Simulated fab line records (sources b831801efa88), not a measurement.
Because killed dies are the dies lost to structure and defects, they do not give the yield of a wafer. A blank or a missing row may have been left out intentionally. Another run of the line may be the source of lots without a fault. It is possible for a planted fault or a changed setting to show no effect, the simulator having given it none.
Which tool is to blame?    flow sky130    Sampling: 14 lots, 42 wafers, 6 of 708 route steps

== WHAT THE GAUGES SHOWED, per wafer ==
SKY_SONOS_TUNNEL_TW_MEAS_12.
lot   measured      on            SONOS_TUNNEL_TW
L313  day 11 14:21  filmMetro-02  197.4 197.6 197.2
L315  day 12 10:55  filmMetro-02  197.0 196.7 196.1
L323  day 15 01:25  filmMetro-04  199.7 198.8 198.5
L324  day 15 06:22  filmMetro-02  196.9 196.5 197.4
L325  day 15 14:52  filmMetro-03  195.4 194.2 195.0
L326  day 16 00:28  filmMetro-03  195.7 196.5 195.3
L327  day 16 08:08  filmMetro-02  199.1 198.4 199.2
L328  day 16 13:52  filmMetro-02  197.5 197.6 198.9
L329  day 16 21:19  filmMetro-03  195.1 195.5 197.2
L330  day 17 02:23  filmMetro-04  199.5 199.5 199.3
L331  day 17 14:04  filmMetro-03  194.8 195.3 194.2
L332  day 18 02:31  filmMetro-03  196.2 195.5 196.8
L334  day 18 21:00  filmMetro-04  199.4 200.1 199.5
L335  day 19 04:49  filmMetro-04  197.3 198.6 197.5

SKY_POLY_GATE_THK_MEAS_01.
lot   measured      on            POLY_GATE_CVD_00_THK (nm)
L313  day 14 07:22  filmMetro-03  182.4 180.3 182.6
L315  day 15 11:54  filmMetro-01  182.3 181.2 181.9
L323  day 17 22:42  filmMetro-03  178.4 178.5 178.6
L324  day 18 05:55  filmMetro-03  180.8 179.9 181.6
L325  day 19 06:27  filmMetro-01  182.5 180.6 180.4
L326  day 19 07:58  filmMetro-01  181.6 179.8 181.1
L327  day 19 07:58  filmMetro-04  179.6 179.6 180.6
L328  day 19 12:20  filmMetro-03  178.4 179.3 180.4
L329  day 19 23:57  filmMetro-03  181.1 180.8 181.5
L330  day 20 02:16  filmMetro-04  181.6 183.0 183.1
L331  day 20 11:39  filmMetro-01  179.9 181.2 179.7
L332  day 21 02:32  filmMetro-03  181.0 180.5 181.3
L334  day 21 22:31  filmMetro-04  179.4 178.1 179.9
L335  day 22 06:04  filmMetro-03  180.7 179.9 180.6

SKY_LDD_N_TW_MEAS_17.
lot   measured      on            LDD_N_TW
L313  day 18 01:10  filmMetro-04  2619 2598 2616
L315  day 19 08:46  filmMetro-04  2593 2587 2587
L323  day 22 01:13  filmMetro-02  2434 2443 2446
L324  day 22 07:10  filmMetro-02  2451 2437 2449
L325  day 23 06:35  filmMetro-04  2579 2583 2593
L326  day 23 08:34  filmMetro-04  2574 2576 2588
L327  day 23 07:40  filmMetro-01  2599 2597 2592
L328  day 23 12:16  filmMetro-02  2595 2594 2591
L329  day 24 01:02  filmMetro-04  2611 2599 2606
L330  day 24 02:07  filmMetro-02  2599 2590 2602
L331  day 24 10:29  filmMetro-01  2604 2593 2589
L332  day 25 01:28  filmMetro-04  2596 2603 2602
L334  day 25 21:34  filmMetro-04  2593 2594 2593
L335  day 26 04:23  filmMetro-04  2594 2597 2600

== WHAT TOOL EACH LOT RAN ON (gives the tool, then ch and the chambers of the sampled wafers, and finally the start) ==
lot   SKY_POLY_GATE_ETCH_15              SKY_LDD_N_IMPLANT_11             SKY_LDD_N_STRIP_16
L313  rieDiel-02 ch 1,3, day 16 15:29    implanter-04 ch 0, day 18 00:19  plasmaAsher-03 ch 0,1, day 18 01:03
L315  rieDiel-02 ch 0,3, day 17 22:56    implanter-01 ch 0, day 19 07:55  plasmaAsher-01 ch 0,1, day 19 08:40
L323  rieDiel-04 ch 1,3, day 20 13:17    implanter-01, day 22 00:24       plasmaAsher-03 ch 0,1, day 22 01:08
L324  rieDiel-01 ch 0,3, day 20 20:38    implanter-01, day 22 06:20       plasmaAsher-04 ch 1, day 22 07:04
L325  rieDiel-04 ch 0,1, day 21 21:08    implanter-01 ch 0, day 23 05:46  plasmaAsher-03 ch 0,1, day 23 06:30
L326  rieDiel-01 ch 0,1, day 22 00:20    implanter-01 ch 0, day 23 07:43  plasmaAsher-01 ch 0,1, day 23 08:27
L327  rieDiel-02 ch 0,1,2, day 21 22:47  implanter-03 ch 0, day 23 06:49  plasmaAsher-03 ch 0,1, day 23 07:34
L328  rieDiel-02 ch 0,1, day 22 03:14    implanter-01 ch 0, day 23 11:25  plasmaAsher-03 ch 0,1, day 23 12:10
L329  rieDiel-01 ch 1,2,3, day 22 15:08  implanter-01 ch 0, day 24 00:14  plasmaAsher-01 ch 0,1, day 24 00:56
L330  rieDiel-04 ch 1,3, day 22 17:26    implanter-04 ch 0, day 24 01:17  plasmaAsher-03 ch 0,1, day 24 02:01
L331  rieDiel-01 ch 1,2,3, day 23 02:14  implanter-01 ch 0, day 24 09:40  plasmaAsher-01 ch 0,1, day 24 10:23
L332  rieDiel-01 ch 0,1, day 23 16:08    implanter-04 ch 0, day 25 00:37  plasmaAsher-04 ch 0,1, day 25 01:21
L334  rieDiel-02 ch 0,1,3, day 24 12:51  implanter-04 ch 0, day 25 20:43  plasmaAsher-03 ch 0,1, day 25 21:28
L335  rieDiel-02 ch 0,1, day 24 20:23    implanter-03 ch 0, day 26 03:34  plasmaAsher-03 ch 0,1, day 26 04:18
- SKY_POLY_GATE_ETCH_15: etches BARC in N2/H2, stops on SiO2, time 118.5 s, target depth 110 nm.
- SKY_LDD_N_IMPLANT_11
- SKY_LDD_N_STRIP_16: strips in O2/N2.

== WHAT THE TOOLS THEMSELVES READ (means of the sampled wafers that have a number; where no wafer has one, the mark that the record gives instead) ==
SKY_POLY_GATE_ETCH_15.
lot   tool        drypumpMotorCurrentA (A)  h2FlowSccm (sccm)  oesProductAu (a.u.)  throttleValvePct (%)
L313  rieDiel-02  6.0                       200.4              0.719                13.216
L315  rieDiel-02  5.0                       199.8              0.714                13.220
L323  rieDiel-04  5.8                       199.9              0.714                13.221
L324  rieDiel-01  6.1                       200.1              0.715                13.215
L325  rieDiel-04  6.1                       199.8              0.714                13.214
L326  rieDiel-01  5.4                       199.3              0.718                13.218
L327  rieDiel-02  5.7                       199.8              0.715                13.216
L328  rieDiel-02  5.5                       199.5              0.716                13.225
L329  rieDiel-01  5.6                       199.7              0.722                13.216
L330  rieDiel-04  6.0                       200.4              0.714                13.215
L331  rieDiel-01  5.7                       199.9              0.718                13.207
L332  rieDiel-01  5.6                       199.8              0.718                13.206
L334  rieDiel-02  5.5                       199.6              0.721                13.210
L335  rieDiel-02  6.0                       199.8              0.715                13.207

SKY_LDD_N_IMPLANT_11.
lot   tool          beamEnergyKeV  beamOnS (s)
L313  implanter-04  20.002         10.01
L315  implanter-01  20.000         10.00
L323  implanter-01  -              -
L324  implanter-01  -              -
L325  implanter-01  19.992         9.82
L326  implanter-01  20.004         9.90
L327  implanter-03  20.003         10.18
L328  implanter-01  20.008         9.86
L329  implanter-01  20.002         9.87
L330  implanter-04  20.008         9.94
L331  implanter-01  20.006         10.06
L332  implanter-04  19.996         10.13
L334  implanter-04  20.004         9.92
L335  implanter-03  20.002         9.84

SKY_LDD_N_STRIP_16.
lot   tool            drypumpMotorCurrentA (A)  oesProductAu (a.u.)  stripTimeToEndpointS (s)
L313  plasmaAsher-03  6.5                       0.404                4.299
L315  plasmaAsher-01  5.7                       0.409                4.309
L323  plasmaAsher-03  6.4                       0.404                4.118
L324  plasmaAsher-04  5.9                       0.411                4.142
L325  plasmaAsher-03  6.4                       0.411                4.328
L326  plasmaAsher-01  5.6                       0.407                4.303
L327  plasmaAsher-03  6.1                       0.406                4.323
L328  plasmaAsher-03  6.4                       0.408                4.306
L329  plasmaAsher-01  5.6                       0.409                4.335
L330  plasmaAsher-03  6.4                       0.406                4.335
L331  plasmaAsher-01  5.6                       0.404                4.318
L332  plasmaAsher-04  5.7                       0.407                4.338
L334  plasmaAsher-03  6.1                       0.407                4.314
L335  plasmaAsher-03  6.5                       0.405                4.310

== THE ANSWER, worked out from the rows above alone ==
Rule: usual is defined by the lots themselves. The widest of any qualifying gaps counts: lots, ordered by their means at a reading, are off when they make up no more than a third of the lots, leave a main group of 4 or more, and stand apart from it by 3 or more times the standard deviation of that group's means. A main group whose means are all the same, to the digits that the tables above print for the reading, isn't used. A lot without any number at a reading at which 4 lots or more have one is off too. All remaining lots with rows at the step are treated as sound. After the gauges, taken in route order, come the tools' own readings; for these a lot's mean is taken, as printed above. At the first step where some lot is off, the reading lying furthest off is the one used; lots without a number count as furthest.
Off: at SKY_LDD_N_TW_MEAS_17 (LDD_N_TW), L323, L324. The main group has a mean of 2595 with a standard deviation of 8.1.
A tool fits if, at a process step before that reading, it ran every lot that is off, and no sound lot after the first of them. Not tried: the gauges at SKY_LDD_N_TW_MEAS_17; whatever is off there is also off at SKY_LDD_N_IMPLANT_11, on other tools, and gauge error can't account for it. Of those tried, none fits.

== WHAT HAD BEEN PUT IN BY THE SIMULATOR ==
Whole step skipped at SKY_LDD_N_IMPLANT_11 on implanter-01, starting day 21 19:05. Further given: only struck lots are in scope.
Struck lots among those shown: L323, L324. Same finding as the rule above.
